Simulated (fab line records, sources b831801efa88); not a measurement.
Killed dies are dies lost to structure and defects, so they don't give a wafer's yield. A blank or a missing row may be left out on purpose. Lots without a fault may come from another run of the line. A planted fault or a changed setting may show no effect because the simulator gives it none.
Which tool did it? | flow gf180mcu | 12 lots, 36 wafers sampled, at 6 steps of a route of 602

WHAT THE GAUGES READ, wafer by wafer
GF_HV_LDD_CD_MEAS_46: target cd 400 nm. Usual: cd_nm 400.7 nm, standard deviation 2.
lot  | measured     | on        | cd_nm (nm)        | flag
L247 | day 12 16:21 | cd_sem-02 | 398.1 396.5 398.6 |
L250 | day 13 14:38 | cd_sem-02 | 401.8 399.5 400.5 |
L251 | day 13 23:59 | cd_sem-02 | 400.9 401.3 402.1 |
L252 | day 14 13:32 | cd_sem-01 | 401.4 402.0 401.2 |
L255 | day 15 10:09 | cd_sem-02 | 402.7 402.3 401.7 |
L256 | day 15 16:24 | cd_sem-01 | 401.2 400.4 402.0 |
L262 | day 17 09:44 | cd_sem-01 | 402.4 403.1 404.6 |
L264 | day 18 00:11 | cd_sem-01 | 398.6 398.2 398.7 |
L265 | day 18 08:22 | cd_sem-01 | 397.4 399.2 398.7 |
L266 | day 18 15:39 | cd_sem-02 | 399.6 400.7 399.7 |
L267 | day 19 00:30 | cd_sem-01 | 399.9 400.0 399.9 |
L268 | day 19 09:17 | cd_sem-01 | 399.7 399.0 404.1 |

GF_HV_LDD_TW_MEAS_50. Usual: HV_LDD_4_TW 565, standard deviation 4.9.
lot  | measured     | on            | HV_LDD_4_TW | flag
L247 | day 12 16:45 | film_metro-02 | 566 565 566 |
L250 | day 13 15:03 | film_metro-02 | 571 571 569 |
L251 | day 14 00:24 | film_metro-04 | 558 560 557 |
L252 | day 14 13:56 | film_metro-04 | 560 557 557 |
L255 | day 15 10:32 | film_metro-01 | 568 566 565 |
L256 | day 15 16:48 | film_metro-02 | 572 569 571 |
L262 | day 17 10:08 | film_metro-04 | 563 559 561 |
L264 | day 18 00:35 | film_metro-04 | 563 565 567 |
L265 | day 18 08:45 | film_metro-04 | 566 566 568 |
L266 | day 18 16:03 | film_metro-02 | 578 570 574 |
L267 | day 19 00:54 | film_metro-01 | 562 563 566 |
L268 | day 19 09:41 | film_metro-01 | 565 562 563 |

GF_PSD_RS_MEAS_14: measures by four-point-probe. Usual: NSD_RS 46.18 ohm/sq, standard deviation 0.072.
lot  | measured     | on            | NSD_RS (ohm/sq)   | flag
L247 | day 14 13:14 | film_metro-03 | 46.09 46.17 46.12 |
L250 | day 15 11:59 | film_metro-04 | 46.20 46.14 46.23 |
L251 | day 15 21:53 | film_metro-03 | 46.26 46.14 46.13 |
L252 | day 16 11:50 | film_metro-03 | 46.14 46.20 46.10 |
L255 | day 17 12:04 | film_metro-03 | 46.14 46.13 46.14 |
L256 | day 17 16:49 | film_metro-02 | 46.21 46.16 46.24 |
L262 | day 19 14:07 | film_metro-04 | 46.24 46.12 46.04 |
L264 | day 20 07:05 | film_metro-03 | 46.19 46.12 46.12 |
L265 | day 20 16:22 | film_metro-03 | 47.92 47.92 47.92 | OFF
L266 | day 20 20:39 | film_metro-02 | 48.17 48.28 48.14 | OFF
L267 | day 21 06:02 | film_metro-03 | 46.22 46.21 46.22 |
L268 | day 21 15:37 | film_metro-03 | 46.12 46.09 46.15 |

WHICH TOOL RAN EACH LOT (tool, then ch and the chambers of the sampled wafers, then the start)
lot  | GF_HV_LDD_STRIP_22                   | GF_NSD_IMPLANT_09               | GF_NSD_STRIP_11
L247 | plasma_asher-01 ch 0,1, day 11 02:47 | implanter-02 ch 0, day 13 16:13 | plasma_asher-03 ch 0,1, day 13 16:29
L250 | plasma_asher-04 ch 0,1, day 11 23:23 | implanter-01 ch 0, day 14 14:35 | plasma_asher-02 ch 0,1, day 14 14:53
L251 | plasma_asher-01 ch 0,1, day 12 08:15 | implanter-02 ch 0, day 14 23:41 | plasma_asher-03 ch 0,1, day 14 23:59
L252 | plasma_asher-01 ch 0,1, day 12 21:05 | implanter-04 ch 0, day 15 13:46 | plasma_asher-01 ch 0,1, day 15 14:04
L255 | plasma_asher-02 ch 0,1, day 13 16:00 | implanter-01 ch 0, day 16 12:58 | plasma_asher-03 ch 0,1, day 16 13:14
L256 | plasma_asher-01 ch 0,1, day 13 22:36 | implanter-01 ch 0, day 16 17:49 | plasma_asher-01 ch 0,1, day 16 18:05
L262 | plasma_asher-01 ch 0,1, day 15 13:32 | implanter-01 ch 0, day 18 13:04 | plasma_asher-02 ch 0,1, day 18 13:22
L264 | plasma_asher-01 ch 0,1, day 16 03:59 | implanter-02 ch 0, day 19 05:14 | plasma_asher-02 ch 0,1, day 19 05:32
L265 | plasma_asher-01 ch 0,1, day 16 10:40 | implanter-01 ch 0, day 19 14:08 | plasma_asher-02 ch 0,1, day 19 14:25
L266 | plasma_asher-01 ch 0,1, day 16 17:08 | implanter-01 ch 0, day 19 18:49 | plasma_asher-01 ch 0,1, day 19 19:05
L267 | plasma_asher-02 ch 0,1, day 17 01:08 | implanter-04 ch 0, day 20 04:51 | plasma_asher-03 ch 0,1, day 20 05:07
L268 | plasma_asher-01 ch 0,1, day 17 08:59 | implanter-02 ch 0, day 20 13:52 | plasma_asher-02 ch 0,1, day 20 14:10
- GF_HV_LDD_STRIP_22: strips in O2/N2.
- GF_NSD_IMPLANT_09
- GF_NSD_STRIP_11: strips in O2/N2.

WHAT THE TOOLS THEMSELVES READ (means of the sampled wafers that have a number; where no wafer has one, the mark that the record gives instead)
GF_HV_LDD_STRIP_22. Usual: drypump_motor_current_A 5.7 A, standard deviation 0.53; heater_power_w 342 W, standard deviation 16; oes_product_au 0.716 a.u., standard deviation 0.0042; strip_time_to_endpoint_s 12.63 s, standard deviation 0.042.
lot  | tool            | drypump_motor_current_A (A) | heater_power_w (W) | oes_product_au (a.u.) | strip_time_to_endpoint_s (s) | flag
L247 | plasma_asher-01 | 5.4                         | 335                | 0.720                 | 12.60                        |
L250 | plasma_asher-04 | 6.1                         | 345                | 0.720                 | 12.63                        |
L251 | plasma_asher-01 | 5.4                         | 340                | 0.716                 | 12.59                        |
L252 | plasma_asher-01 | 5.4                         | 340                | 0.717                 | 12.58                        |
L255 | plasma_asher-02 | 5.9                         | 331                | 0.717                 | 12.58                        |
L256 | plasma_asher-01 | 5.4                         | 337                | 0.717                 | 12.62                        |
L262 | plasma_asher-01 | 5.2                         | 345                | 0.716                 | 12.63                        |
L264 | plasma_asher-01 | 5.2                         | 348                | 0.712                 | 12.66                        |
L265 | plasma_asher-01 | 5.4                         | 337                | 0.714                 | 12.65                        |
L266 | plasma_asher-01 | 5.4                         | 336                | 0.719                 | 12.63                        |
L267 | plasma_asher-02 | 5.9                         | 329                | 0.719                 | 12.67                        |
L268 | plasma_asher-01 | 5.2                         | 342                | 0.718                 | 12.62                        |

GF_NSD_IMPLANT_09. Usual: beam_on_s 19.5 s, standard deviation 1.1; dose_ions_cm2 4.001e+15, standard deviation 4.1e+12; end_station_pressure_torr 1.25e-05 Torr, standard deviation 8.4e-07.
lot  | tool         | beam_on_s (s) | dose_ions_cm2 | end_station_pressure_torr (Torr) | flag
L247 | implanter-02 | 20.8          | 3.998e+15     | 1.13e-05                         |
L250 | implanter-01 | 19.7          | 4.000e+15     | 1.28e-05                         |
L251 | implanter-02 | 21.0          | 4.001e+15     | 1.15e-05                         |
L252 | implanter-04 | 18.5          | 4.000e+15     | 1.31e-05                         |
L255 | implanter-01 | 19.9          | 4.003e+15     | 1.22e-05                         |
L256 | implanter-01 | 19.7          | 4.003e+15     | 1.22e-05                         |
L262 | implanter-01 | 19.6          | 3.999e+15     | 1.33e-05                         |
L264 | implanter-02 | 20.8          | 4.000e+15     | 1.18e-05                         |
L265 | implanter-01 | 14.9          | 3.040e+15     | 1.23e-05                         | OFF
L266 | implanter-01 | 15.3          | 3.050e+15     | 1.37e-05                         | OFF
L267 | implanter-04 | 18.2          | 4.004e+15     | 1.33e-05                         |
L268 | implanter-02 | 21.1          | 4.000e+15     | 1.16e-05                         |

GF_NSD_STRIP_11. Usual: drypump_motor_current_A 5.8 A, standard deviation 0.48; heater_power_w 327 W, standard deviation 24; oes_product_au 0.487 a.u., standard deviation 0.0051; strip_time_to_endpoint_s 22.95 s, standard deviation 0.042.
lot  | tool            | drypump_motor_current_A (A) | heater_power_w (W) | oes_product_au (a.u.) | strip_time_to_endpoint_s (s) | flag
L247 | plasma_asher-03 | 5.9                         | 312                | 0.486                 | 22.92                        |
L250 | plasma_asher-02 | 5.8                         | 334                | 0.491                 | 22.97                        |
L251 | plasma_asher-03 | 5.8                         | 308                | 0.488                 | 22.92                        |
L252 | plasma_asher-01 | 5.4                         | 337                | 0.489                 | 22.97                        |
L255 | plasma_asher-03 | 5.9                         | 307                | 0.491                 | 22.99                        |
L256 | plasma_asher-01 | 5.4                         | 339                | 0.488                 | 22.97                        |
L262 | plasma_asher-02 | 6.2                         | 344                | 0.488                 | 22.96                        |
L264 | plasma_asher-02 | 5.9                         | 323                | 0.492                 | 22.91                        |
L265 | plasma_asher-02 | 6.2                         | 340                | 0.504                 | 21.91                        | OFF
L266 | plasma_asher-01 | 5.2                         | 344                | 0.498                 | 21.91                        | OFF
L267 | plasma_asher-03 | 5.9                         | 305                | 0.483                 | 22.93                        |
L268 | plasma_asher-02 | 6.2                         | 340                | 0.488                 | 22.97                        |

THE ANSWER, worked out from the rows above alone
Rule: a lot is off if the mean of its wafers that have a number lies more than 3 standard deviations from the usual mean. A lot without any number at a reading at which 4 lots or more have one is off too. The other lots that the step has rows for count as sound. The gauges are gone through in route order, then the tools' own readings, and for those a lot's mean is taken as printed above. The first step at which some lot is off is used, and at that step the reading that is off furthest; a lot without a number counts as furthest.
Off: L265, L266, at GF_PSD_RS_MEAS_14 (NSD_RS).
A tool fits if, at a process step before that reading, it ran every lot that is off, and no sound lot after the first of them. The gauges at GF_PSD_RS_MEAS_14 aren't tried: what is off there is off at GF_NSD_IMPLANT_09 too, on other tools, and a gauge's error can't cause that. One fits: implanter-01 at GF_NSD_IMPLANT_09. Its last sound lot is L262 (day 18 13:04), its first lot that is off L265 (day 19 14:08): a fault that began between those two fits.
The tool's own readings at GF_NSD_IMPLANT_09 bear it out: on the lots that are off they differ by more than 5 times the standard deviation of the sound lots' means. beam_on_s reads 15.1 s there against 19.9 s on the sound lots; dose_ions_cm2 reads 3.045e+15 there against 4.001e+15 on the sound lots.

WHAT THE SIMULATOR HAD PUT IN
Process parameter drift: implanter-01, from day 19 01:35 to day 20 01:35, at GF_NSD_IMPLANT_09. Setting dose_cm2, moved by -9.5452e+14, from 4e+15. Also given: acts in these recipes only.
Lots struck among those shown: L265, L266. The rule above found the same.
